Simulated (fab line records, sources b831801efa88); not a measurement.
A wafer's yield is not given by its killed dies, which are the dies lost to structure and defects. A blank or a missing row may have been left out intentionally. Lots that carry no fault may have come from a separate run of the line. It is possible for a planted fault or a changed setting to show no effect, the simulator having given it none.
Which of the tools did it?    flow sky130    72 wafers from 24 lots sampled at 6 of the route's 708 steps

WHAT THE GAUGES READ, wafer by wafer
The record lacks any reading of a measuring or inspecting step that a usual standard deviation could be used to judge.

EACH LOT AND THE TOOL THAT RAN IT (in order: tool; ch and the chambers of the sampled wafers; start)
lot   SKY_LI_CONTACT_CMP_02          SKY_CONTACT_CMP_27             SKY_METAL1_SPUTTER_00         SKY_VIA1_CVD_21                SKY_METAL2_SPUTTER_00         SKY_METAL2_DESCUM_17
L074  cmp-02 ch 2,3, day 28 12:28    cmp-02 ch 0,3, day 32 05:01    pvd_sputter-03, day 32 05:16  cvd_w-02 ch 0,1, day 34 13:19  pvd_sputter-01, day 34 13:53  rie_metal-01 ch 0,1, day 35 15:47
L075  cmp-01 ch 0,1,3, day 29 09:25  cmp-02 ch 0,1,3, day 32 23:50  pvd_sputter-01, day 33 00:03  cvd_w-02 ch 0,1, day 35 07:34  pvd_sputter-01, day 35 08:08  rie_metal-01 ch 0,1, day 36 10:59
L077  cmp-01 ch 1,2,3, day 29 11:38  cmp-02 ch 0,2,3, day 33 01:56  pvd_sputter-02, day 33 02:05  cvd_w-01 ch 0,1, day 35 09:46  pvd_sputter-01, day 35 10:18  rie_metal-01 ch 0,1, day 36 12:47
L076  cmp-01 ch 0,2, day 29 13:06    cmp-01 ch 0,2, day 33 04:46    pvd_sputter-03, day 33 05:01  cvd_w-01 ch 0,1, day 35 12:55  pvd_sputter-01, day 35 13:29  rie_metal-01 ch 0,1, day 36 15:44
L079  cmp-02 ch 0,1,3, day 30 02:22  cmp-02 ch 0,1, day 33 17:52    pvd_sputter-02, day 33 18:07  cvd_w-01 ch 0,1, day 36 01:13  pvd_sputter-03, day 36 01:48  rie_metal-03 ch 0, day 37 03:53
L080  cmp-01 ch 1,2, day 30 06:29    cmp-02 ch 0,1, day 33 21:10    pvd_sputter-01, day 33 21:25  cvd_w-02 ch 0,1, day 36 05:07  pvd_sputter-01, day 36 05:41  rie_metal-02 ch 0,1, day 37 08:37
L078  cmp-02 ch 1,2,3, day 30 10:13  cmp-02 ch 0,1,3, day 34 00:19  pvd_sputter-02, day 34 00:34  cvd_w-01 ch 0,1, day 36 08:10  pvd_sputter-01, day 36 08:44  rie_metal-03 ch 0, day 37 11:14
L081  cmp-01 ch 0,2,3, day 30 16:27  cmp-01 ch 1,2, day 34 06:14    pvd_sputter-01, day 34 06:29  cvd_w-01 ch 0,1, day 36 13:28  pvd_sputter-01, day 36 14:00  rie_metal-01 ch 0,1, day 37 16:11
L082  cmp-02 ch 1,2,3, day 30 19:41  cmp-02 ch 0,1,3, day 34 10:59  pvd_sputter-01, day 34 11:17  cvd_w-01 ch 0,1, day 36 18:10  pvd_sputter-01, day 36 18:44  rie_metal-01 ch 0,1, day 37 21:02
L083  cmp-01 ch 1,2, day 31 11:50    cmp-01 ch 0,1,3, day 35 02:03  pvd_sputter-03, day 35 02:15  cvd_w-01 ch 0,1, day 37 09:58  pvd_sputter-04, day 37 10:32  rie_metal-02 ch 0,1, day 38 12:35
L084  cmp-01 ch 0,1, day 31 20:10    cmp-01 ch 0,1,2, day 35 08:12  pvd_sputter-03, day 35 08:24  cvd_w-02 ch 0,1, day 37 15:23  pvd_sputter-03, day 37 15:58  rie_metal-02 ch 0,1, day 38 16:53
L085  cmp-02 ch 0,1,2, day 32 04:15  cmp-01 ch 1,2,3, day 35 16:39  pvd_sputter-01, day 35 16:51  cvd_w-02 ch 0,1, day 38 00:17  pvd_sputter-04, day 38 00:52  rie_metal-01 ch 1, day 39 01:45
L087  cmp-02 ch 0,2,3, day 32 06:44  cmp-01 ch 0,1,3, day 35 18:37  pvd_sputter-01, day 35 18:49  cvd_w-01 ch 0, day 38 01:14    pvd_sputter-01, day 38 01:48  rie_metal-02 ch 0,1, day 39 03:52
L086  cmp-01 ch 0,1,2, day 32 08:13  cmp-01 ch 0,2, day 35 19:52    pvd_sputter-03, day 35 20:07  cvd_w-02 ch 0,1, day 38 03:00  pvd_sputter-03, day 38 03:35  rie_metal-03 ch 0,1, day 39 05:01
L088  cmp-01 ch 0,1,2, day 33 03:14  cmp-02 ch 0,1,2, day 36 15:19  pvd_sputter-01, day 36 15:37  cvd_w-02 ch 0,1, day 38 22:01  pvd_sputter-01, day 38 22:35  rie_metal-02 ch 0,1, day 39 23:52
L089  cmp-02 ch 1,2,3, day 33 08:25  cmp-02 ch 0,3, day 36 19:34    pvd_sputter-03, day 36 19:52  cvd_w-02 ch 0,1, day 39 01:21  pvd_sputter-04, day 39 01:56  rie_metal-01 ch 0,1, day 40 03:28
L090  cmp-01 ch 0,2, day 33 18:19    cmp-02 ch 0,1,2, day 37 05:51  pvd_sputter-03, day 37 06:06  cvd_w-01 ch 0,1, day 39 10:54  pvd_sputter-04, day 39 11:28  rie_metal-03 ch 0,1, day 40 12:13
L091  cmp-01 ch 0,1,3, day 33 19:01  cmp-01 ch 2,3, day 37 06:10    pvd_sputter-01, day 37 06:25  cvd_w-01 ch 0,1, day 39 12:06  pvd_sputter-04, day 39 12:38  rie_metal-01 ch 0,1, day 40 14:02
L092  cmp-01 ch 1,2, day 34 06:52    cmp-02 ch 0,1, day 37 18:46    pvd_sputter-03, day 37 19:04  cvd_w-01 ch 0,1, day 40 00:21  pvd_sputter-03, day 40 00:56  rie_metal-01 ch 0,1, day 41 01:32
L093  cmp-02 ch 0,1,3, day 34 11:26  cmp-01 ch 0,2,3, day 37 21:58  pvd_sputter-01, day 37 22:16  cvd_w-02 ch 0,1, day 40 03:23  pvd_sputter-04, day 40 03:57  rie_metal-02 ch 0,1, day 41 04:10
L094  cmp-02 ch 0,1,2, day 34 18:18  cmp-02 ch 0,1,3, day 38 04:11  pvd_sputter-01, day 38 04:23  cvd_w-01 ch 0, day 40 08:32    pvd_sputter-01, day 40 09:07  rie_metal-03 ch 0,1, day 41 09:26
L095  cmp-01 ch 2,3, day 34 21:01    cmp-02 ch 0,1,2, day 38 06:19  pvd_sputter-02, day 38 06:28  cvd_w-02 ch 0,1, day 40 10:37  pvd_sputter-01, day 40 11:11  rie_metal-01 ch 0,1, day 41 11:20
L096  cmp-02 ch 1,2, day 35 08:19    cmp-02 ch 0,1,3, day 38 18:15  pvd_sputter-01, day 38 18:33  cvd_w-02 ch 0,1, day 40 22:16  pvd_sputter-04, day 40 22:50  rie_metal-01 ch 0,1, day 41 23:01
L097  cmp-01 ch 1,3, day 35 12:04    cmp-02 ch 1,3, day 38 22:55    pvd_sputter-02, day 38 23:10  cvd_w-01 ch 0,1, day 41 02:54  pvd_sputter-04, day 41 03:47  rie_metal-02 ch 0,1, day 42 03:03
- SKY_LI_CONTACT_CMP_02: polishes PSG.
- SKY_CONTACT_CMP_27: polishes, stops on SiO2, t overpolish 15 s, target thk 0 nm.
- SKY_METAL1_SPUTTER_00: material Ti, target thk 15 nm, time 10 s.
- SKY_VIA1_CVD_21: deposits W, target thk 270 nm, time 80.902 s.
- SKY_METAL2_SPUTTER_00: material Ti, target thk 15 nm, time 10 s.
- SKY_METAL2_DESCUM_17: chemistry O2, time 8 s.

WHAT THE TOOLS THEMSELVES READ (means of the sampled wafers that have a number; where no wafer has one, the mark that the record gives instead)
SKY_LI_CONTACT_CMP_02.
lot   tool    motor_current_A (A)  retaining_ring_pressure_frac  time_to_endpoint_s (s)
L074  cmp-02  14.0                 0.996                         34.5
L075  cmp-01  11.9                 1.002                         30.1
L077  cmp-01  12.2                 1.001                         30.3
L076  cmp-01  12.4                 0.998                         34.1
L079  cmp-02  12.2                 1.002                         30.6
L080  cmp-01  12.2                 1.004                         32.5
L078  cmp-02  12.9                 1.001                         30.1
L081  cmp-01  12.5                 1.001                         33.5
L082  cmp-02  12.9                 1.002                         30.9
L083  cmp-01  11.9                 0.999                         32.9
L084  cmp-01  11.6                 0.992                         31.8
L085  cmp-02  12.6                 1.002                         28.6
L087  cmp-02  12.9                 1.003                         29.7
L086  cmp-01  12.0                 1.002                         33.5
L088  cmp-01  12.0                 1.000                         30.7
L089  cmp-02  13.0                 1.002                         32.3
L090  cmp-01  12.0                 0.999                         32.7
L091  cmp-01  12.0                 1.002                         31.1
L092  cmp-01  12.1                 0.998                         32.1
L093  cmp-02  12.1                 0.998                         32.2
L094  cmp-02  12.4                 0.999                         30.1
L095  cmp-01  11.8                 1.001                         28.2
L096  cmp-02  12.9                 1.003                         31.7
L097  cmp-01  12.1                 0.998                         30.0

SKY_CONTACT_CMP_27.
lot   tool    motor_current_A (A)  overpolish_run_s (s)  retaining_ring_pressure_frac  time_to_endpoint_s (s)
L074  cmp-02  11.1                 14.999                0.997                         83.7
L075  cmp-02  11.1                 15.003                0.999                         83.7
L077  cmp-02  11.9                 15.008                1.003                         84.9
L076  cmp-01  11.2                 14.998                1.000                         81.9
L079  cmp-02  10.8                 14.991                1.005                         81.4
L080  cmp-02  10.5                 15.004                1.002                         84.1
L078  cmp-02  11.2                 15.005                0.999                         83.3
L081  cmp-01  11.0                 15.006                1.003                         80.5
L082  cmp-02  11.7                 15.001                1.001                         81.6
L083  cmp-01  10.7                 14.996                1.005                         81.1
L084  cmp-01  10.8                 14.995                1.003                         80.6
L085  cmp-01  11.3                 15.002                1.001                         81.8
L087  cmp-01  10.7                 15.003                0.998                         80.7
L086  cmp-01  11.1                 15.009                0.998                         80.4
L088  cmp-02  11.4                 14.990                0.999                         84.4
L089  cmp-02  11.4                 15.004                1.003                         85.7
L090  cmp-02  11.1                 14.995                1.001                         81.9
L091  cmp-01  11.3                 15.005                1.001                         81.5
L092  cmp-02  10.9                 14.990                0.998                         81.1
L093  cmp-01  10.9                 14.992                0.998                         80.7
L094  cmp-02  11.5                 15.009                1.000                         83.2
L095  cmp-02  11.3                 15.002                1.000                         84.1
L096  cmp-02  11.1                 15.002                1.003                         84.2
L097  cmp-02  11.8                 14.997                1.002                         82.0

SKY_METAL1_SPUTTER_00.
lot   tool            cathode_dc_power_W (W)  throttle_valve_pct (%)
L074  pvd_sputter-03  3000.4                  29.3
L075  pvd_sputter-01  2999.9                  29.9
L077  pvd_sputter-02  2999.8                  30.5
L076  pvd_sputter-03  3000.0                  28.5
L079  pvd_sputter-02  2999.9                  29.8
L080  pvd_sputter-01  3000.1                  30.1
L078  pvd_sputter-02  3000.5                  29.3
L081  pvd_sputter-01  2999.9                  29.1
L082  pvd_sputter-01  3000.4                  29.8
L083  pvd_sputter-03  3000.0                  29.2
L084  pvd_sputter-03  2999.7                  28.4
L085  pvd_sputter-01  3000.0                  29.6
L087  pvd_sputter-01  2999.3                  30.4
L086  pvd_sputter-03  3000.0                  29.1
L088  pvd_sputter-01  3000.6                  29.9
L089  pvd_sputter-03  3000.4                  28.5
L090  pvd_sputter-03  3000.0                  29.9
L091  pvd_sputter-01  2999.7                  29.6
L092  pvd_sputter-03  2999.6                  30.0
L093  pvd_sputter-01  2999.7                  30.5
L094  pvd_sputter-01  3000.0                  31.0
L095  pvd_sputter-02  3000.0                  29.4
L096  pvd_sputter-01  3000.3                  30.6
L097  pvd_sputter-02  3000.6                  30.2

SKY_VIA1_CVD_21.
lot   tool      heater_power_w (W)
L074  cvd_w-02  908
L075  cvd_w-02  939
L077  cvd_w-01  970
L076  cvd_w-01  972
L079  cvd_w-01  971
L080  cvd_w-02  921
L078  cvd_w-01  942
L081  cvd_w-01  982
L082  cvd_w-01  966
L083  cvd_w-01  949
L084  cvd_w-02  902
L085  cvd_w-02  923
L087  cvd_w-01  897
L086  cvd_w-02  927
L088  cvd_w-02  926
L089  cvd_w-02  921
L090  cvd_w-01  910
L091  cvd_w-01  880
L092  cvd_w-01  921
L093  cvd_w-02  940
L094  cvd_w-01  832
L095  cvd_w-02  922
L096  cvd_w-02  929
L097  cvd_w-01  930

SKY_METAL2_SPUTTER_00.
lot   tool            cathode_dc_power_W (W)  throttle_valve_pct (%)
L074  pvd_sputter-01  2999.8                  29.7
L075  pvd_sputter-01  3000.3                  31.1
L077  pvd_sputter-01  3000.2                  30.2
L076  pvd_sputter-01  3000.1                  29.6
L079  pvd_sputter-03  2999.6                  29.2
L080  pvd_sputter-01  3000.1                  30.2
L078  pvd_sputter-01  2999.9                  30.0
L081  pvd_sputter-01  3000.4                  30.6
L082  pvd_sputter-01  3000.2                  30.1
L083  pvd_sputter-04  2999.5                  31.9
L084  pvd_sputter-03  2999.9                  29.3
L085  pvd_sputter-04  2999.5                  30.7
L087  pvd_sputter-01  3000.0                  30.3
L086  pvd_sputter-03  3000.4                  29.2
L088  pvd_sputter-01  3000.2                  30.2
L089  pvd_sputter-04  3000.5                  30.8
L090  pvd_sputter-04  3000.3                  30.4
L091  pvd_sputter-04  2999.6                  30.3
L092  pvd_sputter-03  3000.3                  28.4
L093  pvd_sputter-04  2999.7                  30.4
L094  pvd_sputter-01  3000.2                  29.2
L095  pvd_sputter-01  2999.7                  30.9
L096  pvd_sputter-04  2999.5                  31.9
L097  pvd_sputter-04  2999.8                  29.8

SKY_METAL2_DESCUM_17.
lot   tool          chamber_pressure_mTorr (mTorr)  drypump_motor_current_A (A)  he_backside_leak_sccm (sccm)  oes_product_au (a.u.)
L074  rie_metal-01  9.989                           5.8                          3.50                          0.995
L075  rie_metal-01  10.000                          5.8                          3.35                          0.998
L077  rie_metal-01  10.007                          6.1                          3.29                          0.998
L076  rie_metal-01  9.999                           5.8                          3.27                          0.995
L079  rie_metal-03  9.997                           5.6                          3.16                          1.009
L080  rie_metal-02  9.996                           5.9                          3.55                          0.990
L078  rie_metal-03  9.998                           5.5                          3.00                          1.009
L081  rie_metal-01  9.995                           5.8                          3.20                          0.994
L082  rie_metal-01  10.004                          6.1                          2.98                          0.990
L083  rie_metal-02  10.000                          5.9                          3.51                          1.001
L084  rie_metal-02  10.002                          5.7                          3.45                          0.991
L085  rie_metal-01  10.007                          6.4                          3.44                          0.990
L087  rie_metal-02  9.997                           5.9                          3.52                          0.990
L086  rie_metal-03  9.996                           5.1                          3.20                          1.000
L088  rie_metal-02  10.000                          5.8                          3.47                          0.995
L089  rie_metal-01  9.994                           5.8                          3.56                          0.987
L090  rie_metal-03  10.001                          5.3                          3.30                          1.008
L091  rie_metal-01  10.009                          6.1                          3.21                          0.997
L092  rie_metal-01  9.994                           5.8                          3.27                          1.001
L093  rie_metal-02  9.990                           5.7                          3.49                          0.999
L094  rie_metal-03  9.996                           5.1                          3.26                          1.004
L095  rie_metal-01  9.994                           6.1                          3.32                          0.991
L096  rie_metal-01  9.996                           5.8                          3.27                          0.993
L097  rie_metal-02  9.999                           5.9                          3.61                          0.993

THE ANSWER, worked out from the rows above alone
Rule: what is usual is taken from the lots themselves. The widest of any qualifying gaps counts: lots, ordered by their means at a reading, are off when they make up no more than a third of the lots, leave a main group of 4 or more, and stand apart from it by 3 or more times the standard deviation of that group's means. A main group whose means are all the same, to the digits that the tables above print for the reading, isn't used. A lot without any number at a reading at which 4 lots or more have one is off too. All remaining lots with rows at the step are treated as sound. First the gauges in route order, then the tools' own readings, where a lot's mean is used as printed above. At the first step where some lot is off, the reading lying furthest off is the one used; lots without a number count as furthest.
Nothing can be told from this: no lot is off at any reading shown.

WHAT THE SIMULATOR HAD PUT IN
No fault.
